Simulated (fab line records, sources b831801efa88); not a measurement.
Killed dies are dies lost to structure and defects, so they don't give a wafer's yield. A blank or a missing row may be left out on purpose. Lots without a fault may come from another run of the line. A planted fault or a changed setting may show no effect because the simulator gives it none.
Which tool did it? | flow sky130 | 15 lots, 45 wafers sampled, at 7 steps of a route of 708

WHAT THE GAUGES READ, wafer by wafer
SKY_VT_ADJUST_HVTP_CD_MEAS_07: target cd 380 nm. Usual: cd_nm 380.3 nm, standard deviation 2.4.
lot  | measured     | on        | cd_nm (nm)        | flag
L837 | day 6 17:49  | cd_sem-02 | 380.5 380.3 383.4 |
L838 | day 6 19:55  | cd_sem-01 | 382.4 381.4 381.3 |
L839 | day 7 06:22  | cd_sem-02 | 381.6 381.3 380.5 |
L840 | day 7 14:22  | cd_sem-01 | 376.2 376.1 375.7 |
L841 | day 7 15:57  | cd_sem-02 | 382.4 384.1 380.1 |
L842 | day 7 23:14  | cd_sem-02 | 376.7 376.6 376.0 |
L843 | day 8 05:59  | cd_sem-02 | 381.5 380.5 382.1 |
L844 | day 8 12:19  | cd_sem-02 | 375.1 374.4 374.1 |
L845 | day 8 14:28  | cd_sem-02 | 381.1 381.9 382.1 |
L848 | day 9 17:03  | cd_sem-01 | 383.8 385.3 382.4 |
L850 | day 10 02:01 | cd_sem-02 | 381.3 381.2 381.8 |
L851 | day 10 10:59 | cd_sem-02 | 377.9 379.7 378.1 |
L852 | day 10 13:51 | cd_sem-02 | 382.1 381.0 382.8 |
L853 | day 10 23:17 | cd_sem-02 | 380.5 378.3 380.5 |
L854 | day 11 07:15 | cd_sem-02 | 379.5 382.0 382.0 |

SKY_GATE_OXIDE_OVL_MEAS_10. Usual: GATE_OXIDE_OVL -0.2 nm, standard deviation 1.2.
lot  | measured     | on         | GATE_OXIDE_OVL (nm) | flag
L837 | day 14 15:38 | overlay-02 | 0.5 -0.4 1.2        |
L838 | day 14 23:10 | overlay-01 | 0.1 -1.2 -0.6       |
L839 | day 15 10:58 | overlay-02 | -0.6 -2.5 -2.4      |
L840 | day 16 00:49 | overlay-01 | -1.5 0.3 -0.2       |
L841 | day 15 23:34 | overlay-01 | 1.4 -1.6 1.4        |
L842 | day 16 12:59 | overlay-01 | 1.7 0.2 0.9         |
L843 | day 16 21:13 | overlay-01 | -0.7 -0.2 0.8       |
L844 | day 17 12:40 | overlay-02 | -0.4 0.5 1.3        |
L845 | day 17 12:58 | overlay-02 | -0.3 0.2 0.5        |
L848 | day 18 16:52 | overlay-02 | 1.5 -0.3 -0.6       |
L850 | day 19 07:59 | overlay-02 | -0.1 -0.7 -0.4      |
L851 | day 19 16:34 | overlay-01 | -0.4 -0.5 -1.7      |
L852 | day 19 22:08 | overlay-01 | -0.4 0.6 -0.5       |
L853 | day 20 08:27 | overlay-02 | -0.9 0.6 -0.6       |
L854 | day 21 00:33 | overlay-02 | 3.1 2.9 -1.2        |

SKY_LDD_HVN_OVL_MEAS_07. Usual: LDD_HVN_OVL 0.3 nm, standard deviation 1.3.
lot  | measured     | on         | LDD_HVN_OVL (nm) | flag
L837 | day 21 03:38 | overlay-02 | 1.0 -0.4 -1.0    |
L838 | day 21 12:08 | overlay-01 | -1.5 -0.6 -2.3   |
L839 | day 21 23:34 | overlay-01 | -0.5 -2.6 -0.4   |
L840 | day 22 19:25 | overlay-02 | 0.9 0.8 0.8      |
L841 | day 22 15:07 | overlay-02 | 0.9 -0.2 -0.6    |
L842 | day 23 09:13 | overlay-02 | -1.0 -0.4 -2.3   |
L843 | day 23 19:55 | overlay-01 | 1.1 0.4 0.0      |
L844 | day 24 04:49 | overlay-02 | 1.8 0.4 1.1      |
L845 | day 24 06:28 | overlay-02 | -1.3 -0.8 -0.9   |
L848 | day 25 11:37 | overlay-02 | 0.8 -0.3 1.0     |
L850 | day 26 04:52 | overlay-02 | 0.8 2.3 2.9      |
L851 | day 26 15:01 | overlay-02 | 0.2 1.5 0.0      |
L852 | day 26 15:40 | overlay-02 | - - -            | OFF
L853 | day 26 23:14 | overlay-01 | - - -            | OFF
L854 | day 27 12:53 | overlay-02 | - - -            | OFF

SKY_LDD_HVP_TW_MEAS_10. Usual: LDD_HVP_TW 454.1, standard deviation 2.9.
lot  | measured     | on            | LDD_HVP_TW           | flag
L837 | day 22 10:13 | film_metro-04 | 451.5 451.7 451.8    |
L838 | day 22 18:32 | film_metro-02 | 453.9 453.8 452.4    |
L839 | day 23 06:16 | film_metro-04 | 453.9 453.7 454.9    |
L840 | day 24 02:16 | film_metro-04 | 453.2 452.4 454.0    |
L841 | day 23 21:45 | film_metro-02 | 457.8 458.0 458.3    |
L842 | day 24 15:40 | film_metro-02 | 455.2 460.0 456.4    |
L843 | day 25 02:57 | film_metro-01 | 452.9 455.1 455.9    |
L844 | day 25 10:58 | film_metro-02 | 456.3 457.6 457.8    |
L845 | day 25 12:50 | film_metro-04 | 450.3 449.6 448.1    |
L848 | day 26 17:31 | film_metro-02 | 458.6 458.6 459.9    |
L850 | day 27 09:34 | film_metro-02 | 458.8 456.0 454.9    |
L851 | day 27 19:36 | film_metro-02 | 455.3 456.2 456.8    |
L852 | day 27 20:30 | film_metro-01 | 1443.8 1438.9 1441.2 | OFF
L853 | day 28 03:34 | film_metro-02 | 1447.2 1448.2 1454.3 | OFF
L854 | day 28 17:19 | film_metro-01 | 1438.4 1442.3 1439.6 | OFF

SKY_LDD_LDN_TW_MEAS_13. Usual: LDD_LDN_TW 1472, standard deviation 9.4.
lot  | measured     | on            | LDD_LDN_TW     | flag
L837 | day 23 17:01 | film_metro-01 | 1471 1465 1472 |
L838 | day 24 01:17 | film_metro-01 | 1471 1457 1465 |
L839 | day 24 12:23 | film_metro-02 | 1489 1485 1484 |
L840 | day 25 08:58 | film_metro-01 | 1465 1469 1468 |
L841 | day 25 05:12 | film_metro-01 | 1472 1474 1459 |
L842 | day 25 21:59 | film_metro-01 | 1470 1474 1468 |
L843 | day 26 09:24 | film_metro-01 | 1457 1464 1458 |
L844 | day 26 16:53 | film_metro-02 | 1488 1483 1471 |
L845 | day 26 18:53 | film_metro-01 | 1458 1460 1452 |
L848 | day 27 22:58 | film_metro-01 | 1468 1478 1482 |
L850 | day 28 14:05 | film_metro-03 | 1479 1484 1484 |
L851 | day 29 00:33 | film_metro-01 | 1463 1454 1467 |
L852 | day 29 01:12 | film_metro-03 | 1825 1833 1812 | OFF
L853 | day 29 07:31 | film_metro-02 | 1809 1807 1809 | OFF
L854 | day 29 22:31 | film_metro-02 | 1816 1811 1817 | OFF

WHICH TOOL RAN EACH LOT (tool, then ch and the chambers of the sampled wafers, then the start)
lot  | SKY_VT_ADJUST_HVTR_STRIP_10          | SKY_LDD_HVN_COAT_02
L837 | plasma_asher-02 ch 0,1, day 10 05:51 | litho_track-02 ch 0, day 20 12:23
L838 | plasma_asher-01 ch 0,1, day 10 08:19 | litho_track-01 ch 0, day 20 20:13
L839 | plasma_asher-03 ch 0,1, day 10 21:47 | litho_track-01 ch 0, day 21 08:04
L840 | plasma_asher-01 ch 0,1, day 11 06:35 | litho_track-02 ch 0, day 22 04:40
L841 | plasma_asher-01 ch 0,1, day 11 07:52 | litho_track-01 ch 0, day 21 23:53
L842 | plasma_asher-01 ch 0,1, day 11 16:37 | litho_track-01 ch 0, day 22 17:58
L843 | plasma_asher-02 ch 0,1, day 12 01:01 | litho_track-02 ch 0, day 23 04:26
L844 | plasma_asher-02 ch 0,1, day 12 08:49 | litho_track-02 ch 0, day 23 13:31
L845 | plasma_asher-02 ch 0,1, day 12 10:31 | litho_track-02 ch 0, day 23 15:40
L848 | plasma_asher-01 ch 0,1, day 13 18:09 | litho_track-03 ch 0, day 24 21:05
L850 | plasma_asher-03 ch 0,1, day 14 04:10 | litho_track-02 ch 0, day 25 13:13
L851 | plasma_asher-01 ch 0,1, day 14 14:22 | litho_track-01 ch 0, day 26 00:23
L852 | plasma_asher-02 ch 0,1, day 14 16:52 | litho_track-03, day 26 01:04
L853 | plasma_asher-03 ch 0,1, day 15 04:04 | litho_track-02, day 26 09:05
L854 | plasma_asher-03 ch 0,1, day 15 14:56 | litho_track-03, day 26 22:17
- SKY_VT_ADJUST_HVTR_STRIP_10: strips in O2/N2.
- SKY_LDD_HVN_COAT_02: resist thk 300 nm.

WHAT THE TOOLS THEMSELVES READ (means of the sampled wafers that have a number; where no wafer has one, the mark that the record gives instead)
SKY_VT_ADJUST_HVTR_STRIP_10. Usual: drypump_motor_current_A 5.7 A, standard deviation 0.57; o2_flow_sccm 2999 sccm, standard deviation 8.7; oes_product_au 0.715 a.u., standard deviation 0.0042; strip_time_to_endpoint_s 14.20 s, standard deviation 0.039.
lot  | tool            | drypump_motor_current_A (A) | o2_flow_sccm (sccm) | oes_product_au (a.u.) | strip_time_to_endpoint_s (s) | flag
L837 | plasma_asher-02 | 5.2                         | 2999                | 0.717                 | 14.14                        |
L838 | plasma_asher-01 | 6.1                         | 2998                | 0.711                 | 14.16                        |
L839 | plasma_asher-03 | 5.5                         | 2994                | 0.714                 | 14.22                        |
L840 | plasma_asher-01 | 6.4                         | 2994                | 0.715                 | 14.24                        |
L841 | plasma_asher-01 | 6.1                         | 2991                | 0.720                 | 14.19                        |
L842 | plasma_asher-01 | 6.1                         | 2998                | 0.715                 | 14.16                        |
L843 | plasma_asher-02 | 5.2                         | 3005                | 0.711                 | 14.18                        |
L844 | plasma_asher-02 | 5.2                         | 2990                | 0.718                 | 14.25                        |
L845 | plasma_asher-02 | 5.2                         | 3009                | 0.720                 | 14.23                        |
L848 | plasma_asher-01 | 6.4                         | 2997                | 0.717                 | 14.27                        |
L850 | plasma_asher-03 | 5.5                         | 2998                | 0.715                 | 14.18                        |
L851 | plasma_asher-01 | 6.1                         | 3000                | 0.712                 | 14.27                        |
L852 | plasma_asher-02 | 5.2                         | 3006                | 0.715                 | 14.22                        |
L853 | plasma_asher-03 | 5.4                         | 2985                | 0.712                 | 14.21                        |
L854 | plasma_asher-03 | 5.4                         | 2997                | 0.715                 | 14.17                        |

SKY_LDD_HVN_COAT_02. Usual: chill_plate_temp_C 23.00 C, standard deviation 0.099; dispense_pressure_kPa 50 kPa, standard deviation 3.9.
lot  | tool           | chill_plate_temp_C (C) | dispense_pressure_kPa (kPa) | flag
L837 | litho_track-02 | 23.11                  | 46                          |
L838 | litho_track-01 | 23.03                  | 55                          |
L839 | litho_track-01 | 23.04                  | 55                          |
L840 | litho_track-02 | 23.00                  | 46                          |
L841 | litho_track-01 | 22.97                  | 55                          |
L842 | litho_track-01 | 22.97                  | 55                          |
L843 | litho_track-02 | 23.15                  | 46                          |
L844 | litho_track-02 | 23.07                  | 46                          |
L845 | litho_track-02 | 23.03                  | 46                          |
L848 | litho_track-03 | 23.12                  | 48                          |
L850 | litho_track-02 | 23.09                  | 46                          |
L851 | litho_track-01 | 23.10                  | 55                          |
L852 | litho_track-03 | -                      | -                           | OFF
L853 | litho_track-02 | -                      | -                           | OFF
L854 | litho_track-03 | -                      | -                           | OFF

THE ANSWER, worked out from the rows above alone
Rule: a lot is off if the mean of its wafers that have a number lies more than 3 standard deviations from the usual mean. A lot without any number at a reading at which 4 lots or more have one is off too. The other lots that the step has rows for count as sound. The gauges are gone through in route order, then the tools' own readings, and for those a lot's mean is taken as printed above. The first step at which some lot is off is used, and at that step the reading that is off furthest; a lot without a number counts as furthest.
Off: L852, L853, L854, at SKY_LDD_HVN_OVL_MEAS_07 (LDD_HVN_OVL). Without a number there: L852, L853, L854.
A tool fits if, at a process step before that reading, it ran every lot that is off, and no sound lot after the first of them. The gauges at SKY_LDD_HVN_OVL_MEAS_07 aren't tried: what is off there is off at SKY_LDD_HVP_TW_MEAS_10 too, on other tools, and a gauge's error can't cause that. None of those tried fits.

WHAT THE SIMULATOR HAD PUT IN
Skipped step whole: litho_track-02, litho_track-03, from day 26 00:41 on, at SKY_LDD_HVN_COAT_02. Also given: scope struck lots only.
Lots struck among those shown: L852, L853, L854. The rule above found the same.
